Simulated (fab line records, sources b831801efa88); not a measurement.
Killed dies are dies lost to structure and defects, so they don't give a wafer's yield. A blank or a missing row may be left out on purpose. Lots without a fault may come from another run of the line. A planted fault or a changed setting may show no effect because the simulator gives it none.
fab line records | flow gf180mcu
record lots=11 wafers=33 last_day=33
route steps=602 shown STI@4 MVPSD@88 DUAL_GATE@154 HV_LDD@231
lots that met no fault: from a run of the same line without faults
start_h: hours from the record's first day to the start of the lot's first wafer shown | wait_h: hours since the lot's step before | " the same as in the row above | L1.1+2: a row that stands for several wafers | - no value, or no start given | * or withheld: withheld | < > ~ a bound
route shown NAME@n: a module of which the file shows steps, and the number in the route of the first | usual: mean/standard deviation of fault-free wafers | same: alike in all rows | chamber/n: place in a boat | sites: the reading at each site | _std_site: their standard deviation | _edge_site: outer sites' mean less inner sites' | radius_mm: how far each site lies from the wafer's centre | mask NAME#n: copy n | behind: the tool/chamber that last shaped the wafer | hold: why the lot was held/for how many hours/how that ended | device: the transistor (n, p or np) that didn't switch | end of line: the same wafers' tests at the end of the route | a step without rows: its recipe alone | killed: dies lost to structure and defects at the first sort, not the wafer's yield | map: a wafer's dies, x killed, . not, _ none there
set.NAME: the setting as run; set.NAME@STEP: as run at that earlier step | model.NAME: the simulator's own value behind a step, which no gauge read
steps of the route over a sample of lots; a table a step, a row a wafer
services: from which hour (start_h, from the record's first day; less than 0 if before it) a tool's chamber was out of use, for how many hours, and why
## steps
# step GF_STI_CVD_03
# recipe material=Si3N4 precursor=DCS/NH3 target_thk_nm=207.16 temp_c=770 time_s=3551 pressure_mtorr=250
# columns lot.wafer tool chamber start_h wait_h
L453.1+2+4 lpcvd-01 0 13.08 0.1
L455.2+4+6 lpcvd-02 1 22.02 0.0
L456.2+3+6 lpcvd-01 0 27.03 0.0
L458.3+4+6 lpcvd-01 1 37.22 0.0
L459.3+4+6 lpcvd-01 1 41.64 0.0
L461.3+5+6 lpcvd-02 1 52.25 0.0
L462.2+4+5 lpcvd-02 0 56.97 0.0
L466.2+5+6 lpcvd-01 1 77.36 0.0
L469.2+5+6 lpcvd-01 1 91.57 0.0
L470.1+3+4 lpcvd-01 1 96.57 0.1
L472.2+3+4 lpcvd-02 1 106.57 0.0
# step GF_STI_THK_MEAS_04
# recipe reads=Si3N4_of_STI_CVD_03
# usual STI_CVD_03_THK=206.0/1.6
# columns lot.wafer tool chamber start_h wait_h hold STI_CVD_03_THK[nm]
L453.1 film_metro-04 - 16.06 0.0 - 206.2
L453.2 " - " " - 205.6
L453.4 " - " " - 205.9
L455.2 film_metro-01 - 24.02 0.0 - 207.3
L455.4 " - " " - 207.6
L455.6 " - " " - 209.0
L456.2 film_metro-04 - 29.02 0.0 - 205.7
L456.3 " - " " - 205.6
L456.6 " - " " - 206.9
L458.3 film_metro-03 - 39.22 0.0 - 204.4
L458.4 " - " " - 203.6
L458.6 " - " " - 204.2
L459.3 film_metro-04 - 43.65 0.0 - 207.0
L459.4 " - " " - 204.8
L459.6 " - " " - 208.3
L461.3 film_metro-01 - 54.26 0.0 - 206.5
L461.5 " - " " - 204.3
L461.6 " - " " - 206.4
L462.2 film_metro-03 - 58.97 0.0 - 203.7
L462.4 " - " " - 204.9
L462.5 " - " " - 205.2
L466.2 film_metro-04 - 79.36 0.0 - 206.9
L466.5 " - " " - 207.1
L466.6 " - " " - 207.0
L469.2 film_metro-01 - 93.57 0.1 await_dispo/0.2h/release 197.3
L469.5 " - " " await_dispo/0.2h/release 198.8
L469.6 " - " " await_dispo/0.2h/release 197.8
L469.2 film_metro-01 - 93.80 0.2 - 197.3
L469.5 " - " " - 198.7
L469.6 " - " " - 197.5
L470.1 film_metro-04 - 98.56 0.0 await_dispo/0.2h/release 198.6
L470.3 " - " " await_dispo/0.2h/release 198.3
L470.4 " - " " await_dispo/0.2h/release 197.8
L470.1 film_metro-04 - 98.79 0.2 - 198.8
L470.3 " - " " - 198.1
L470.4 " - " " - 197.5
L472.2 film_metro-04 - 108.57 0.0 - 203.9
L472.3 " - " " - 202.8
L472.4 " - " " - 204.6
# step GF_STI_ETCH_13
# recipe chemistry=CHF3/O2 stop_on=Si over_etch_frac=0.3 target_depth_a=2823.1 source_w=600 bias_w=200 pressure_mtorr=40 chf3_flow_sccm=50 O2_flow_sccm=5 time_s=112.9
# usual drypump_motor_current_A=6.0/0.42 oes_product_au=0.830/0.0057 throttle_valve_pct=8.809/0.0089
# columns lot.wafer tool chamber start_h wait_h drypump_motor_current_A oes_product_au rf_hours_counter_h throttle_valve_pct
L453.1 rie_diel-03 2 27.38 0.1 5.4 0.831 155 8.807
L453.2 " 0 " " 6.3 0.833 5 8.812
L453.4 " 1 " " 5.6 0.824 4 8.792
L455.2 rie_diel-02 2 36.13 0.1 6.7 0.838 33 8.801
L455.4 " 1 " " 5.9 0.826 59 8.811
L455.6 " 2 " " 6.7 0.836 - 8.811
L456.2 rie_diel-02 2 40.68 0.1 6.6 0.832 33 8.791
L456.3 " 3 " " 6.4 0.832 60 8.815
L456.6 " 3 " " 6.5 0.829 - 8.794
L458.3 rie_diel-04 0 51.93 0.1 5.8 0.824 43 8.791
L458.4 " 1 " " 5.1 0.822 - 8.810
L458.6 " 2 " " 5.6 0.827 - 8.817
L459.3 rie_diel-03 3 56.03 0.1 6.0 0.828 133 8.805
L459.4 " 3 " " 6.0 0.838 - 8.789
L459.6 " 1 " " 5.6 0.838 - 8.822
L461.3 rie_diel-04 2 66.48 0.1 5.6 0.832 10 8.800
L461.5 " 1 " " 5.2 0.824 - 8.818
L461.6 " 2 " " 5.6 0.824 - 8.809
L462.2 rie_diel-02 0 71.68 0.1 6.2 0.818 13 8.794
L462.4 " 2 " " 6.7 0.826 - 8.825
L462.5 " 0 " " 6.2 0.830 - 8.806
L466.2 rie_diel-02 0 92.85 0.1 6.2 0.834 13 8.808
L466.5 " 2 " " 6.7 0.829 - 8.806
L466.6 " 1 " " 5.9 0.833 - 8.814
L469.2 rie_diel-02 1 107.58 0.1 5.9 0.815 60 8.808
L469.5 " 3 " " 6.4 0.816 - 8.816
L469.6 " 0 " " 6.1 0.816 - 8.803
L470.1 rie_diel-03 3 113.15 0.1 6.0 0.822 135 8.810
L470.3 " 2 " " 5.4 0.810 158 8.806
L470.4 " 1 " " 5.6 0.807 7 8.801
L472.2 rie_diel-02 0 123.38 0.1 6.2 0.828 14 8.800
L472.3 " 1 " " 5.9 0.832 60 8.808
L472.4 " 2 " " 6.7 0.823 36 8.807
# step GF_MVPSD_STRIP_10
# recipe chemistry=O2/N2 power_w=1400 pressure_mtorr=1500 platen_temp_c=250 o2_flow_sccm=3000 n2_flow_sccm=300 overash_fraction=0.5
# usual drypump_motor_current_A=5.7/0.5 heater_power_w=317/25 o2_flow_sccm=2999/8.7 oes_product_au=0.723/0.0048 strip_time_to_endpoint_s=36.96/0.13
# columns lot.wafer tool chamber start_h wait_h drypump_motor_current_A heater_power_w o2_flow_sccm oes_product_au rf_hours_counter_h strip_time_to_endpoint_s
L453.1 plasma_asher-03 1 100.45 0.1 6.0 344 2993 0.720 32 36.79
L453.2 " 0 " " 4.9 337 3013 0.721 32 36.86
L453.4 " 1 " " 6.0 348 2998 0.726 - 36.88
L455.2 plasma_asher-01 0 109.75 0.1 6.2 283 2987 0.720 47 37.05
L455.4 " 0 " " 6.2 285 2986 0.726 - 37.17
L455.6 " 1 " " 5.8 309 2994 0.723 - 37.05
L456.2 plasma_asher-01 1 114.40 0.1 5.8 304 3009 0.721 48 36.83
L456.3 " 0 " " 6.2 290 2987 0.735 - 36.82
L456.6 " 0 " " 6.2 286 2990 0.713 - 36.82
L458.3 plasma_asher-01 0 126.86 0.1 6.2 281 2988 0.724 - 36.89
L458.4 " 1 " " 5.8 304 2992 0.727 - 36.90
L458.6 " 0 " " 6.1 286 3016 0.725 - 36.85
L459.3 plasma_asher-04 1 130.18 0.1 5.6 339 3004 0.725 - 36.78
L459.4 " 0 " " 5.2 303 2982 0.728 - 36.74
L459.6 " 1 " " 5.6 323 3008 0.717 - 36.77
L461.3 plasma_asher-01 0 143.36 0.1 6.2 289 2991 0.720 - 37.21
L461.5 " 1 " " 5.8 304 3007 0.727 - 37.13
L461.6 " 0 " " 6.2 288 3007 0.728 - 37.11
L462.2 plasma_asher-04 1 148.00 0.1 5.6 331 2988 0.724 3 36.95
L462.4 " 1 " " 5.6 339 2995 0.721 - 36.81
L462.5 " 1 " " 5.6 331 2984 0.714 - 36.98
L466.2 plasma_asher-03 0 175.05 0.1 4.8 338 2987 0.731 38 37.29
L466.5 " 0 " " 4.9 340 2996 0.724 - 37.24
L466.6 " 1 " " 6.0 348 2995 0.723 - 37.16
L469.2 plasma_asher-01 1 192.88 0.1 5.8 304 3001 0.722 56 37.01
L469.5 " 0 " " 6.2 287 3001 0.719 - 36.98
L469.6 " 1 " " 5.8 306 3000 0.724 - 36.90
L470.1 plasma_asher-01 0 199.15 0.1 6.2 288 2985 0.722 57 36.83
L470.3 " 0 " " 6.2 283 2991 0.720 - 36.96
L470.4 " 1 " " 5.8 301 3003 0.729 - 36.88
L472.2 plasma_asher-01 1 212.23 0.1 5.8 306 3009 0.717 58 36.95
L472.3 " 1 " " 5.8 307 3010 0.720 - 36.92
L472.4 " 0 " " 6.2 284 2990 0.715 - 36.91
# step GF_DUAL_GATE_STRIP_13
# recipe chemistry=O2/N2 power_w=1400 pressure_mtorr=1500 platen_temp_c=250 o2_flow_sccm=3000 n2_flow_sccm=300 overash_fraction=0.5
# usual drypump_motor_current_A=5.8/0.54 heater_power_w=314/24 o2_flow_sccm=3001/8.7 oes_product_au=0.716/0.0044 strip_time_to_endpoint_s=12.65/0.032
# columns lot.wafer tool chamber start_h wait_h drypump_motor_current_A heater_power_w o2_flow_sccm oes_product_au rf_hours_counter_h strip_time_to_endpoint_s
L453.1 plasma_asher-02 1 180.58 0.0 5.4 317 3001 0.721 51 12.66
L453.2 " 0 " " 6.6 292 3029 0.720 51 12.66
L453.4 " 1 " " 5.4 319 2998 0.709 - 12.67
L455.2 plasma_asher-01 0 191.08 0.0 6.1 281 3000 0.714 56 12.66
L455.4 " 1 " " 5.8 301 3000 0.717 - 12.69
L455.6 " 0 " " 6.2 288 2993 0.719 - 12.68
L456.2 plasma_asher-01 0 197.63 0.0 6.2 286 3010 0.714 57 12.65
L456.3 " 1 " " 5.8 301 2995 0.713 - 12.74
L456.6 " 0 " " 6.2 275 2987 0.723 - 12.66
L458.3 plasma_asher-02 0 210.01 0.0 6.6 286 2992 0.714 - 12.68
L458.4 " 1 " " 5.4 321 2995 0.718 - 12.67
L458.6 " 0 " " 6.6 291 2992 0.714 - 12.67
L459.3 plasma_asher-01 0 215.98 0.0 6.2 281 3011 0.718 - 12.60
L459.4 " 1 " " 5.8 303 2995 0.718 - 12.63
L459.6 " 1 " " 5.8 312 2999 0.713 - 12.59
L461.3 plasma_asher-02 1 229.49 0.0 5.4 322 3021 0.717 - 12.67
L461.5 " 1 " " 5.4 316 3007 0.706 - 12.61
L461.6 " 0 " " 6.6 292 2998 0.723 - 12.65
L462.2 plasma_asher-01 1 234.86 0.0 5.8 305 2993 0.719 61 12.68
L462.4 " 0 " " 6.1 285 3000 0.717 - 12.61
L462.5 " 0 " " 6.2 285 2994 0.716 - 12.65
L466.2 plasma_asher-03 0 267.52 0.0 4.9 339 2993 0.717 47 12.61
L466.5 " 1 " " 6.1 349 3014 0.714 - 12.66
L466.6 " 0 " " 4.9 328 3011 0.710 - 12.63
L469.2 plasma_asher-01 0 288.44 0.0 6.2 284 3001 0.722 67 12.65
L469.5 " 1 " " 5.8 305 3003 0.711 - 12.67
L469.6 " 0 " " 6.1 283 3001 0.713 - 12.67
L470.1 plasma_asher-03 0 295.66 0.0 4.8 325 2997 0.711 50 12.68
L470.3 " 1 " " 6.0 341 2994 0.717 - 12.71
L470.4 " 0 " " 4.9 339 2990 0.717 - 12.65
L472.2 plasma_asher-01 0 312.19 0.0 6.2 290 2999 0.713 69 12.67
L472.3 " 1 " " 5.8 303 3002 0.714 - 12.67
L472.4 " 0 " " 6.2 281 3006 0.712 - 12.70
# step GF_HV_LDD_THK_MEAS_55
# recipe reads=SiO2_of_HV_LDD_CVD_54
# usual HV_LDD_CVD_54_THK=10.03/0.12
# columns lot.wafer tool chamber start_h wait_h HV_LDD_CVD_54_THK[nm]
L453.1 film_metro-02 - 282.04 0.0 10.13
L453.2 " - " " 10.01
L453.4 " - " " 10.07
L455.2 film_metro-02 - 293.21 0.0 10.06
L455.4 " - " " 10.04
L455.6 " - " " 10.10
L456.2 film_metro-01 - 301.67 0.0 10.14
L456.3 " - " " 10.06
L456.6 " - " " 9.95
L458.3 film_metro-04 - 314.61 0.0 10.05
L458.4 " - " " 10.08
L458.6 " - " " 9.99
L459.3 film_metro-01 - 322.77 0.0 10.14
L459.4 " - " " 10.20
L459.6 " - " " 10.14
L461.3 film_metro-01 - 336.22 0.0 10.38
L461.5 " - " " 10.42
L461.6 " - " " 10.41
L462.2 film_metro-02 - 341.26 0.0 10.01
L462.4 " - " " 10.01
L462.5 " - " " 10.02
L466.2 film_metro-01 - 382.19 0.0 9.99
L466.5 " - " " 9.95
L466.6 " - " " 10.10
L469.2 film_metro-01 - 405.20 0.0 10.06
L469.5 " - " " 10.02
L469.6 " - " " 10.11
L470.1 film_metro-02 - 418.86 0.0 10.00
L470.3 " - " " 9.92
L470.4 " - " " 9.94
L472.2 film_metro-01 - 432.89 0.0 9.98
L472.3 " - " " 9.85
L472.4 " - " " 9.88
## services
# columns tool chamber start_h hours kind
rie_diel-02 - -7.55 0.6 repair
rie_diel-04 3 -5.27 5.6 repair
lpcvd-01 - 10.22 2.8 pm
rie_diel-03 2 31.99 3.2 repair
plasma_asher-02 - 33.73 0.8 repair
plasma_asher-04 - 36.79 15.6 pm
rie_diel-03 2 55.51 12.8 repair
rie_diel-02 1 66.99 15.1 repair
plasma_asher-03 - 100.55 15.6 pm
rie_diel-02 1 102.49 3.2 repair
rie_diel-02 2 160.87 2.3 repair
plasma_asher-03 - 186.51 2.8 pm
plasma_asher-03 - 191.42 9.2 repair
plasma_asher-03 - 211.54 4.2 repair
rie_diel-02 1 223.74 7.0 repair
rie_diel-02 3 233.79 4.8 repair
rie_diel-02 1 239.08 9.3 repair
rie_diel-02 3 240.02 7.2 repair
plasma_asher-02 - 253.37 1.4 repair
rie_diel-02 0 262.98 13.2 repair
lpcvd-02 - 266.12 6.0 pm
lpcvd-02 - 272.90 0.9 repair
rie_diel-03 - 286.37 2.8 pm
rie_diel-02 3 287.04 10.2 repair
## key
first_sign step=GF_STI_THK_MEAS_04 reading=visit direction=added
effect step=GF_STI_THK_MEAS_04 reading=STI_CVD_03_THK direction=down sigmas=5.1 usual=206.0 struck=198.1
effect step=GF_STI_ETCH_13 reading=oes_product_au direction=down sigmas=2.8 usual=0.830 struck=0.814
met_at GF_STI_CVD_03
struck_lots L469,L470
tester_left_out L469,L470
not_acting_at GF_MVPSD_STRIP_10,GF_DUAL_GATE_STRIP_13,GF_HV_LDD_THK_MEAS_55
onset_between 77.36 91.57
fault kind=process_parameter_drift tool=lpcvd-01 chamber=- onset_h=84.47 steps=GF_STI_CVD_03 channel=time_s offset=* shape=step end_h=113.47 acts_in=* stated=*
# tester_left_out: of these lots the tester's yield and bins aren't shown, on N5 and GAA mostly nor the transistor test; their killed dies are dies lost to structure and defects alone, not to doping, threshold or leakage, so they don't give the yield
